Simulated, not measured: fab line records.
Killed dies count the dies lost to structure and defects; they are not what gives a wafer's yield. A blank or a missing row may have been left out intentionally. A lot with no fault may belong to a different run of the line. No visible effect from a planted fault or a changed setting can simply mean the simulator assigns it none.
fab line records :: flow sky130
record:
  lots: 5
  wafers: 15
  lastDay: 50
route steps=708 shown LDD_HVN@275 LDD_HVP@278 LDD_LDN@289
lots untouched by any fault: they come from a run of this same line in which no faults occurred
startH: hours from the record's opening day to when the first of the lot's shown wafers began :: waitH: how many hours have passed since the lot's step before this one :: " unchanged from the row above :: L1.1+2: a row that stands for several wafers :: - either no value or no given start :: * or withheld: withheld :: < > ~ a bound
route shown NAME@n: names a module that has steps shown in the file, with the first one's number in the route :: usual: the fault-free wafers' mean and standard deviation :: same: alike in all rows :: chamber/n: place in a boat :: sites: per-site readings :: _std_site: the standard deviation of these :: _edge_site: inner sites' mean taken away from outer sites' mean :: radiusMm: for every site, how far away it sits from the centre of the wafer :: mask NAME#n: copy n :: behind: the last tool/chamber to shape the wafer :: hold: the reason the lot was held/the length of the hold in hours/how it ended :: device: the n, p or np transistor that did not switch :: end of line: at the end of the route, the tests of the same wafers :: a step with no rows: only its recipe :: killed: count of dies lost to structure and defects at first sort (not the wafer's yield) :: map: dies across one wafer; x = killed, . = not, _ = none there
set.NAME: the setting that was run; set.NAME@STEP: the one run at that earlier step :: model.NAME: the simulator's own value behind a step, which no gauge read
certain route steps with their lots: each step a table, each wafer a row
services: a tool's chamber out of use, with start hour (startH, from the record's first day; less than 0 if before it), hours out, and reason
== steps ==
step: SKY_LDD_HVN_IMPLANT_08
recipe:
  species: P
  energyKev: 60
  doseCm2: 3e+13
  tiltDeg: 40
lot.wafer: L074.3+4+6
tool: implanter-01
chamber: 0
startH: 475.70
waitH: 0.1

lot.wafer: L076.3+4+5
tool: implanter-02
chamber: 0
startH: 495.95
waitH: 0.1

lot.wafer: L079.1+4+6
tool: implanter-01
chamber: 0
startH: 520.27
waitH: 0.0

lot.wafer: L090.1+2+6
tool: implanter-02
chamber: 0
startH: 605.32
waitH: 0.0

lot.wafer: L097.4+5+6
tool: implanter-03
chamber: 0
startH: 652.33
waitH: 0.1
step: SKY_LDD_HVN_STRIP_09
recipe:
  chemistry: O2/N2
  powerW: 1400
  pressureMtorr: 1500
  platenTempC: withheld
  o2FlowSccm: 3000
  n2FlowSccm: 300
  overashFraction: 0.5
usual:
  chamberPressureMTorr: 1500.2/1.5
  drypumpMotorCurrentA: 5.9/0.3
  oesProductAu: 0.409/0.0046
  stripTimeToEndpointS: 4.135/0.013
lot.wafer: L074.3
tool: plasmaAsher-03
chamber: 0
startH: 475.84
waitH: 0.1
chamberPressureMTorr: 1499.0
drypumpMotorCurrentA: 6.2
oesProductAu: 0.408
rfHoursCounterH: -
stripTimeToEndpointS: 4.128

lot.wafer: L074.4
tool: plasmaAsher-03
chamber: 1
startH: 475.84
waitH: 0.1
chamberPressureMTorr: 1498.6
drypumpMotorCurrentA: 6.0
oesProductAu: 0.407
rfHoursCounterH: -
stripTimeToEndpointS: 4.131

lot.wafer: L074.6
tool: plasmaAsher-03
chamber: 1
startH: 475.84
waitH: 0.1
chamberPressureMTorr: 1500.5
drypumpMotorCurrentA: 5.9
oesProductAu: 0.412
rfHoursCounterH: -
stripTimeToEndpointS: 4.132

lot.wafer: L076.3
tool: plasmaAsher-02
chamber: 0
startH: 496.09
waitH: 0.1
chamberPressureMTorr: 1498.2
drypumpMotorCurrentA: 6.4
oesProductAu: 0.413
rfHoursCounterH: -
stripTimeToEndpointS: 4.152

lot.wafer: L076.4
tool: plasmaAsher-02
chamber: 1
startH: 496.09
waitH: 0.1
chamberPressureMTorr: 1498.9
drypumpMotorCurrentA: 5.5
oesProductAu: 0.402
rfHoursCounterH: -
stripTimeToEndpointS: 4.125

lot.wafer: L076.5
tool: plasmaAsher-02
chamber: 0
startH: 496.09
waitH: 0.1
chamberPressureMTorr: 1500.6
drypumpMotorCurrentA: 6.4
oesProductAu: 0.409
rfHoursCounterH: -
stripTimeToEndpointS: 4.132

lot.wafer: L079.1
tool: plasmaAsher-02
chamber: 0
startH: 520.42
waitH: 0.1
chamberPressureMTorr: 1502.8
drypumpMotorCurrentA: 6.4
oesProductAu: 0.414
rfHoursCounterH: 80
stripTimeToEndpointS: 4.134

lot.wafer: L079.4
tool: plasmaAsher-02
chamber: 0
startH: 520.42
waitH: 0.1
chamberPressureMTorr: 1499.7
drypumpMotorCurrentA: 6.4
oesProductAu: 0.407
rfHoursCounterH: -
stripTimeToEndpointS: 4.141

lot.wafer: L079.6
tool: plasmaAsher-02
chamber: 1
startH: 520.42
waitH: 0.1
chamberPressureMTorr: 1499.9
drypumpMotorCurrentA: 5.5
oesProductAu: 0.411
rfHoursCounterH: -
stripTimeToEndpointS: 4.149

lot.wafer: L090.1
tool: plasmaAsher-02
chamber: 0
startH: 605.47
waitH: 0.1
chamberPressureMTorr: 1500.9
drypumpMotorCurrentA: 6.4
oesProductAu: 0.409
rfHoursCounterH: 88
stripTimeToEndpointS: 4.118

lot.wafer: L090.2
tool: plasmaAsher-02
chamber: 1
startH: 605.47
waitH: 0.1
chamberPressureMTorr: 1499.9
drypumpMotorCurrentA: 5.5
oesProductAu: 0.409
rfHoursCounterH: 88
stripTimeToEndpointS: 4.145

lot.wafer: L090.6
tool: plasmaAsher-02
chamber: 0
startH: 605.47
waitH: 0.1
chamberPressureMTorr: 1501.3
drypumpMotorCurrentA: 6.4
oesProductAu: 0.402
rfHoursCounterH: -
stripTimeToEndpointS: 4.125

lot.wafer: L097.4
tool: plasmaAsher-01
chamber: 0
startH: 652.43
waitH: 0.1
chamberPressureMTorr: 1501.1
drypumpMotorCurrentA: 5.7
oesProductAu: 0.416
rfHoursCounterH: -
stripTimeToEndpointS: 4.130

lot.wafer: L097.5
tool: plasmaAsher-01
chamber: 0
startH: 652.43
waitH: 0.1
chamberPressureMTorr: 1500.8
drypumpMotorCurrentA: 5.7
oesProductAu: 0.412
rfHoursCounterH: -
stripTimeToEndpointS: 4.131

lot.wafer: L097.6
tool: plasmaAsher-01
chamber: 1
startH: 652.43
waitH: 0.1
chamberPressureMTorr: 1499.4
drypumpMotorCurrentA: 5.7
oesProductAu: 0.412
rfHoursCounterH: -
stripTimeToEndpointS: 4.148
step: SKY_LDD_HVN_TW_MEAS_10
usual:
  LDD_HVN_TW: 1445/16
lot.wafer: L074.3
tool: filmMetro-01
chamber: -
startH: 475.92
waitH: 0.1
LDD_HVN_TW: 1464

lot.wafer: L074.4
tool: filmMetro-01
chamber: -
startH: 475.92
waitH: 0.1
LDD_HVN_TW: 1456

lot.wafer: L074.6
tool: filmMetro-01
chamber: -
startH: 475.92
waitH: 0.1
LDD_HVN_TW: 1459

lot.wafer: L076.3
tool: filmMetro-04
chamber: -
startH: 496.17
waitH: 0.1
LDD_HVN_TW: 1442

lot.wafer: L076.4
tool: filmMetro-04
chamber: -
startH: 496.17
waitH: 0.1
LDD_HVN_TW: 1431

lot.wafer: L076.5
tool: filmMetro-04
chamber: -
startH: 496.17
waitH: 0.1
LDD_HVN_TW: 1441

lot.wafer: L079.1
tool: filmMetro-02
chamber: -
startH: 520.52
waitH: 0.1
LDD_HVN_TW: 1447

lot.wafer: L079.4
tool: filmMetro-02
chamber: -
startH: 520.52
waitH: 0.1
LDD_HVN_TW: 1429

lot.wafer: L079.6
tool: filmMetro-02
chamber: -
startH: 520.52
waitH: 0.1
LDD_HVN_TW: 1443

lot.wafer: L090.1
tool: filmMetro-01
chamber: -
startH: 605.57
waitH: 0.1
LDD_HVN_TW: 1465

lot.wafer: L090.2
tool: filmMetro-01
chamber: -
startH: 605.57
waitH: 0.1
LDD_HVN_TW: 1456

lot.wafer: L090.6
tool: filmMetro-01
chamber: -
startH: 605.57
waitH: 0.1
LDD_HVN_TW: 1456

lot.wafer: L097.4
tool: filmMetro-04
chamber: -
startH: 652.53
waitH: 0.1
LDD_HVN_TW: 1422

lot.wafer: L097.5
tool: filmMetro-04
chamber: -
startH: 652.53
waitH: 0.1
LDD_HVN_TW: 1425

lot.wafer: L097.6
tool: filmMetro-04
chamber: -
startH: 652.53
waitH: 0.1
LDD_HVN_TW: 1422
step: SKY_LDD_HVP_DEHYDRATE_00
recipe:
  tempC: 200
  timeS: 60
lot.wafer: L074.3+4+6
tool: lithoTrack-01
chamber: 0
startH: 490.99
waitH: 15.1

lot.wafer: L076.3+4+5
tool: lithoTrack-04
chamber: 0
startH: 510.76
waitH: 14.6

lot.wafer: L079.1+4+6
tool: lithoTrack-01
chamber: 0
startH: 535.49
waitH: 15.0

lot.wafer: L090.1+2+6
tool: lithoTrack-02
chamber: 0
startH: 619.77
waitH: 14.2

lot.wafer: L097.4+5+6
tool: lithoTrack-01
chamber: 0
startH: 665.71
waitH: 13.2
step: SKY_LDD_HVP_HMDS_01
recipe:
  primeTimeS: 60
  primeTempC: 120
lot.wafer: L074.3+4+6
tool: lithoTrack-01
chamber: 0
startH: 491.14
waitH: 0.1

lot.wafer: L076.3+4+5
tool: lithoTrack-04
chamber: 0
startH: 510.91
waitH: 0.1

lot.wafer: L079.1+4+6
tool: lithoTrack-01
chamber: 0
startH: 535.64
waitH: 0.1

lot.wafer: L090.1+2+6
tool: lithoTrack-02
chamber: 0
startH: 619.92
waitH: 0.1

lot.wafer: L097.4+5+6
tool: lithoTrack-01
chamber: 0
startH: 665.86
waitH: 0.1
step: SKY_LDD_HVP_COAT_02
recipe:
  resist: NOVOLAK
  spinRpm: 3000
  resistThkNm: 296.3
lot.wafer: L074.3+4+6
tool: lithoTrack-01
chamber: 0
startH: 491.29
waitH: 0.1

lot.wafer: L076.3+4+5
tool: lithoTrack-04
chamber: 0
startH: 511.06
waitH: 0.1

lot.wafer: L079.1+4+6
tool: lithoTrack-01
chamber: 0
startH: 535.79
waitH: 0.1

lot.wafer: L090.1+2+6
tool: lithoTrack-02
chamber: 0
startH: 620.07
waitH: 0.1

lot.wafer: L097.4+5+6
tool: lithoTrack-01
chamber: 0
startH: 666.01
waitH: 0.1
step: SKY_LDD_HVP_SOFTBAKE_03
recipe:
  tempC: 90
  timeS: 60
  resist: NOVOLAK
lot.wafer: L074.3+4+6
tool: lithoTrack-01
chamber: 0
startH: 491.44
waitH: 0.1

lot.wafer: L076.3+4+5
tool: lithoTrack-04
chamber: 0
startH: 511.21
waitH: 0.1

lot.wafer: L079.1+4+6
tool: lithoTrack-01
chamber: 0
startH: 535.94
waitH: 0.1

lot.wafer: L090.1+2+6
tool: lithoTrack-02
chamber: 0
startH: 620.22
waitH: 0.1

lot.wafer: L097.4+5+6
tool: lithoTrack-01
chamber: 0
startH: 666.16
waitH: 0.1
step: SKY_LDD_HVP_EXPOSE_04
recipe:
  maskId: HVPTM
  na: 0.6
  sourceShape: conventional
  sigmaOuter: 0.6
  polarization: unpolarized
  targetCdNm: 700
  doseMj: 86
lot.wafer: L074.3+4+6
tool: ilineStepper-02
chamber: 0
startH: -
waitH: -
mask: HVPTM#0

lot.wafer: L076.3+4+5
tool: ilineStepper-02
chamber: 0
startH: -
waitH: -
mask: HVPTM#0

lot.wafer: L079.1+4+6
tool: ilineStepper-01
chamber: 0
startH: -
waitH: -
mask: HVPTM#0

lot.wafer: L090.1+2+6
tool: ilineStepper-02
chamber: 0
startH: -
waitH: -
mask: HVPTM#0

lot.wafer: L097.4+5+6
tool: ilineStepper-01
chamber: 0
startH: -
waitH: -
mask: HVPTM#0
step: SKY_LDD_HVP_PEB_05
recipe:
  tempC: withheld
  timeS: *
  resist: NOVOLAK
lot.wafer: L074.3+4+6
tool: lithoTrack-01
chamber: 0
startH: -
waitH: -

lot.wafer: L076.3+4+5
tool: lithoTrack-04
chamber: 0
startH: -
waitH: -

lot.wafer: L079.1+4+6
tool: lithoTrack-02
chamber: 0
startH: -
waitH: -

lot.wafer: L090.1+2+6
tool: lithoTrack-04
chamber: 0
startH: -
waitH: -

lot.wafer: L097.4+5+6
tool: lithoTrack-02
chamber: 0
startH: -
waitH: -
step: SKY_LDD_HVP_DEVELOP_06
recipe:
  resist: NOVOLAK
  developer: TMAH
  developTimeS: 60
  devTempC: 23
lot.wafer: L074.3+4+6
tool: lithoTrack-01
chamber: 0
startH: 506.39
waitH: 0.1

lot.wafer: L076.3+4+5
tool: lithoTrack-04
chamber: 0
startH: 526.11
waitH: 0.1

lot.wafer: L079.1+4+6
tool: lithoTrack-02
chamber: 0
startH: 550.07
waitH: 0.1

lot.wafer: L090.1+2+6
tool: lithoTrack-04
chamber: 0
startH: 634.56
waitH: 0.1

lot.wafer: L097.4+5+6
tool: lithoTrack-02
chamber: 0
startH: 680.69
waitH: 0.1
step: SKY_LDD_HVP_OVL_MEAS_07
usual:
  LDD_HVP_OVL: -0.4/1.3
lot.wafer: L074.3
tool: overlay-01
chamber: -
startH: 506.50
waitH: 0.1
LDD_HVP_OVL[nm]: -2.6

lot.wafer: L074.4
tool: overlay-01
chamber: -
startH: 506.50
waitH: 0.1
LDD_HVP_OVL[nm]: -0.8

lot.wafer: L074.6
tool: overlay-01
chamber: -
startH: 506.50
waitH: 0.1
LDD_HVP_OVL[nm]: -1.8

lot.wafer: L076.3
tool: overlay-01
chamber: -
startH: 526.22
waitH: 0.1
LDD_HVP_OVL[nm]: -0.1

lot.wafer: L076.4
tool: overlay-01
chamber: -
startH: 526.22
waitH: 0.1
LDD_HVP_OVL[nm]: 0.5

lot.wafer: L076.5
tool: overlay-01
chamber: -
startH: 526.22
waitH: 0.1
LDD_HVP_OVL[nm]: 1.8

lot.wafer: L079.1
tool: overlay-02
chamber: -
startH: 550.22
waitH: 0.1
LDD_HVP_OVL[nm]: -1.5

lot.wafer: L079.4
tool: overlay-02
chamber: -
startH: 550.22
waitH: 0.1
LDD_HVP_OVL[nm]: -0.4

lot.wafer: L079.6
tool: overlay-02
chamber: -
startH: 550.22
waitH: 0.1
LDD_HVP_OVL[nm]: -0.8

lot.wafer: L090.1
tool: overlay-01
chamber: -
startH: 634.71
waitH: 0.1
LDD_HVP_OVL[nm]: 2.7

lot.wafer: L090.2
tool: overlay-01
chamber: -
startH: 634.71
waitH: 0.1
LDD_HVP_OVL[nm]: 1.6

lot.wafer: L090.6
tool: overlay-01
chamber: -
startH: 634.71
waitH: 0.1
LDD_HVP_OVL[nm]: 2.8

lot.wafer: L097.4
tool: overlay-02
chamber: -
startH: 680.79
waitH: 0.1
LDD_HVP_OVL[nm]: -0.7

lot.wafer: L097.5
tool: overlay-02
chamber: -
startH: 680.79
waitH: 0.1
LDD_HVP_OVL[nm]: -0.9

lot.wafer: L097.6
tool: overlay-02
chamber: -
startH: 680.79
waitH: 0.1
LDD_HVP_OVL[nm]: 0.1
step: SKY_LDD_HVP_IMPLANT_08
recipe:
  species: B
  energyKev: 20
  doseCm2: 1.7e+13
  tiltDeg: 17.9
lot.wafer: L074.3+4+6
tool: implanter-02
chamber: 0
startH: 506.57
waitH: 0.1

lot.wafer: L076.3+4+5
tool: implanter-04
chamber: 0
startH: 526.35
waitH: 0.1

lot.wafer: L079.1+4+6
tool: implanter-02
chamber: 0
startH: 550.25
waitH: 0.0

lot.wafer: L090.1+2+6
tool: implanter-02
chamber: 0
startH: 634.75
waitH: 0.0

lot.wafer: L097.4+5+6
tool: implanter-03
chamber: 0
startH: 680.88
waitH: 0.1
step: SKY_LDD_HVP_STRIP_09
recipe:
  chemistry: O2/N2
  powerW: 1400
  pressureMtorr: 1500
  platenTempC: withheld
  o2FlowSccm: 3000
  n2FlowSccm: 300
  overashFraction: 0.5
usual:
  chamberPressureMTorr: 1500.1/1.3
  drypumpMotorCurrentA: 5.91/0.3
  oesProductAu: 0.407/0.0051
  stripTimeToEndpointS: 4.084/0.015
lot.wafer: L074.3
tool: plasmaAsher-02
chamber: 0
startH: 506.71
waitH: 0.1
chamberPressureMTorr: 1499.1
drypumpMotorCurrentA: 6.36
oesProductAu: 0.401
rfHoursCounterH: -
stripTimeToEndpointS: 4.097

lot.wafer: L074.4
tool: plasmaAsher-02
chamber: 1
startH: 506.71
waitH: 0.1
chamberPressureMTorr: 1498.4
drypumpMotorCurrentA: 5.52
oesProductAu: 0.406
rfHoursCounterH: -
stripTimeToEndpointS: 4.088

lot.wafer: L074.6
tool: plasmaAsher-02
chamber: 0
startH: 506.71
waitH: 0.1
chamberPressureMTorr: 1500.2
drypumpMotorCurrentA: 6.36
oesProductAu: 0.413
rfHoursCounterH: -
stripTimeToEndpointS: 4.072

lot.wafer: L076.3
tool: plasmaAsher-01
chamber: 1
startH: 526.48
waitH: 0.1
chamberPressureMTorr: 1500.1
drypumpMotorCurrentA: 5.73
oesProductAu: 0.414
rfHoursCounterH: -
stripTimeToEndpointS: 4.119

lot.wafer: L076.4
tool: plasmaAsher-01
chamber: 0
startH: 526.48
waitH: 0.1
chamberPressureMTorr: 1500.8
drypumpMotorCurrentA: 5.72
oesProductAu: 0.411
rfHoursCounterH: -
stripTimeToEndpointS: 4.106

lot.wafer: L076.5
tool: plasmaAsher-01
chamber: 1
startH: 526.48
waitH: 0.1
chamberPressureMTorr: 1500.5
drypumpMotorCurrentA: 5.74
oesProductAu: 0.401
rfHoursCounterH: -
stripTimeToEndpointS: 4.084

lot.wafer: L079.1
tool: plasmaAsher-04
chamber: 1
startH: 550.40
waitH: 0.1
chamberPressureMTorr: 1498.1
drypumpMotorCurrentA: 5.97
oesProductAu: 0.407
rfHoursCounterH: 74
stripTimeToEndpointS: 4.092

lot.wafer: L079.4
tool: plasmaAsher-04
chamber: 0
startH: 550.40
waitH: 0.1
chamberPressureMTorr: 1500.9
drypumpMotorCurrentA: 6.06
oesProductAu: 0.409
rfHoursCounterH: -
stripTimeToEndpointS: 4.074

lot.wafer: L079.6
tool: plasmaAsher-04
chamber: 1
startH: 550.40
waitH: 0.1
chamberPressureMTorr: 1500.0
drypumpMotorCurrentA: 5.96
oesProductAu: 0.405
rfHoursCounterH: -
stripTimeToEndpointS: 4.068

lot.wafer: L090.1
tool: plasmaAsher-02
chamber: 1
startH: 634.90
waitH: 0.1
chamberPressureMTorr: 1498.0
drypumpMotorCurrentA: 5.51
oesProductAu: 0.410
rfHoursCounterH: 91
stripTimeToEndpointS: 4.060

lot.wafer: L090.2
tool: plasmaAsher-02
chamber: 0
startH: 634.90
waitH: 0.1
chamberPressureMTorr: 1501.4
drypumpMotorCurrentA: 6.37
oesProductAu: 0.396
rfHoursCounterH: 91
stripTimeToEndpointS: 4.112

lot.wafer: L090.6
tool: plasmaAsher-02
chamber: 0
startH: 634.90
waitH: 0.1
chamberPressureMTorr: 1499.1
drypumpMotorCurrentA: 6.37
oesProductAu: 0.406
rfHoursCounterH: -
stripTimeToEndpointS: 4.081

lot.wafer: L097.4
tool: plasmaAsher-01
chamber: 0
startH: 680.99
waitH: 0.1
chamberPressureMTorr: 1499.1
drypumpMotorCurrentA: 5.74
oesProductAu: 0.409
rfHoursCounterH: -
stripTimeToEndpointS: 4.065

lot.wafer: L097.5
tool: plasmaAsher-01
chamber: 0
startH: 680.99
waitH: 0.1
chamberPressureMTorr: 1502.2
drypumpMotorCurrentA: 5.74
oesProductAu: 0.408
rfHoursCounterH: -
stripTimeToEndpointS: 4.076

lot.wafer: L097.6
tool: plasmaAsher-01
chamber: 1
startH: 680.99
waitH: 0.1
chamberPressureMTorr: 1501.7
drypumpMotorCurrentA: 5.76
oesProductAu: 0.409
rfHoursCounterH: -
stripTimeToEndpointS: 4.080
step: SKY_LDD_HVP_TW_MEAS_10
usual:
  LDD_HVP_TW: 459/6.6
lot.wafer: L074.3
tool: filmMetro-04
chamber: -
startH: 506.80
waitH: 0.1
LDD_HVP_TW: 454

lot.wafer: L074.4
tool: filmMetro-04
chamber: -
startH: 506.80
waitH: 0.1
LDD_HVP_TW: 453

lot.wafer: L074.6
tool: filmMetro-04
chamber: -
startH: 506.80
waitH: 0.1
LDD_HVP_TW: 454

lot.wafer: L076.3
tool: filmMetro-01
chamber: -
startH: 526.57
waitH: 0.1
LDD_HVP_TW: 464

lot.wafer: L076.4
tool: filmMetro-01
chamber: -
startH: 526.57
waitH: 0.1
LDD_HVP_TW: 463

lot.wafer: L076.5
tool: filmMetro-01
chamber: -
startH: 526.57
waitH: 0.1
LDD_HVP_TW: 464

lot.wafer: L079.1
tool: filmMetro-01
chamber: -
startH: 550.50
waitH: 0.1
LDD_HVP_TW: 469

lot.wafer: L079.4
tool: filmMetro-01
chamber: -
startH: 550.50
waitH: 0.1
LDD_HVP_TW: 467

lot.wafer: L079.6
tool: filmMetro-01
chamber: -
startH: 550.50
waitH: 0.1
LDD_HVP_TW: 468

lot.wafer: L090.1
tool: filmMetro-04
chamber: -
startH: 635.00
waitH: 0.1
LDD_HVP_TW: 454

lot.wafer: L090.2
tool: filmMetro-04
chamber: -
startH: 635.00
waitH: 0.1
LDD_HVP_TW: 451

lot.wafer: L090.6
tool: filmMetro-04
chamber: -
startH: 635.00
waitH: 0.1
LDD_HVP_TW: 454

lot.wafer: L097.4
tool: filmMetro-01
chamber: -
startH: 681.08
waitH: 0.1
LDD_HVP_TW: 467

lot.wafer: L097.5
tool: filmMetro-01
chamber: -
startH: 681.08
waitH: 0.1
LDD_HVP_TW: 466

lot.wafer: L097.6
tool: filmMetro-01
chamber: -
startH: 681.08
waitH: 0.1
LDD_HVP_TW: 467
step: SKY_LDD_LDN_DEHYDRATE_00
recipe:
  tempC: 200
  timeS: 60
lot.wafer: L074.3+4+6
tool: lithoTrack-03
chamber: 0
startH: 521.26
waitH: 14.5

lot.wafer: L076.3+4+5
tool: lithoTrack-03
chamber: 0
startH: 540.56
waitH: 14.0

lot.wafer: L079.1+4+6
tool: lithoTrack-03
chamber: 0
startH: 565.11
waitH: 14.6

lot.wafer: L090.1+2+6
tool: lithoTrack-03
chamber: 0
startH: 648.56
waitH: 13.6

lot.wafer: L097.4+5+6
tool: lithoTrack-03
chamber: 0
startH: 694.99
waitH: 13.9
step: SKY_LDD_LDN_HMDS_01
recipe:
  primeTimeS: 60
  primeTempC: 120
lot.wafer: L074.3+4+6
tool: lithoTrack-03
chamber: 0
startH: 521.41
waitH: 0.1

lot.wafer: L076.3+4+5
tool: lithoTrack-03
chamber: 0
startH: 540.71
waitH: 0.1

lot.wafer: L079.1+4+6
tool: lithoTrack-03
chamber: 0
startH: 565.26
waitH: 0.1

lot.wafer: L090.1+2+6
tool: lithoTrack-03
chamber: 0
startH: 648.71
waitH: 0.1

lot.wafer: L097.4+5+6
tool: lithoTrack-03
chamber: 0
startH: 695.14
waitH: 0.1
== services ==
tool: ilineStepper-01
chamber: -
startH: 453.19
hours: 1.7
kind: pm

tool: ilineStepper-01
chamber: -
startH: 466.01
hours: 2.1
kind: pm

tool: implanter-02
chamber: -
startH: 469.20
hours: 5.8
kind: pm

tool: ilineStepper-01
chamber: -
startH: 478.36
hours: 8.7
kind: repair

tool: ilineStepper-01
chamber: -
startH: 492.63
hours: 10.3
kind: repair

tool: implanter-02
chamber: -
startH: 503.35
hours: 1.3
kind: repair

tool: plasmaAsher-02
chamber: -
startH: 510.84
hours: 2.8
kind: pm

tool: implanter-01
chamber: -
startH: 516.66
hours: 3.5
kind: pm

tool: ilineStepper-02
chamber: -
startH: 520.06
hours: 3.8
kind: repair

tool: implanter-01
chamber: -
startH: 522.52
hours: 2.6
kind: repair

tool: implanter-03
chamber: -
startH: 523.35
hours: 3.8
kind: pm

tool: plasmaAsher-01
chamber: -
startH: 527.99
hours: 2.6
kind: repair

tool: ilineStepper-02
chamber: -
startH: 535.29
hours: 4.3
kind: repair

tool: implanter-03
chamber: -
startH: 536.53
hours: 21.0
kind: pm

tool: ilineStepper-01
chamber: -
startH: 539.55
hours: 8.9
kind: pm

tool: implanter-01
chamber: -
startH: 541.86
hours: 3.3
kind: repair

tool: implanter-01
chamber: -
startH: 569.36
hours: 2.3
kind: repair

tool: implanter-03
chamber: -
startH: 584.57
hours: 18.9
kind: repair

tool: implanter-01
chamber: -
startH: 587.72
hours: 6.8
kind: repair

tool: ilineStepper-02
chamber: -
startH: 611.25
hours: 2.1
kind: pm

tool: plasmaAsher-02
chamber: -
startH: 639.77
hours: 2.2
kind: repair

tool: plasmaAsher-01
chamber: -
startH: 645.14
hours: 2.8
kind: pm

tool: ilineStepper-02
chamber: -
startH: 660.03
hours: 1.7
kind: pm

tool: plasmaAsher-02
chamber: -
startH: 673.65
hours: 13.0
kind: repair
== key ==
fault none
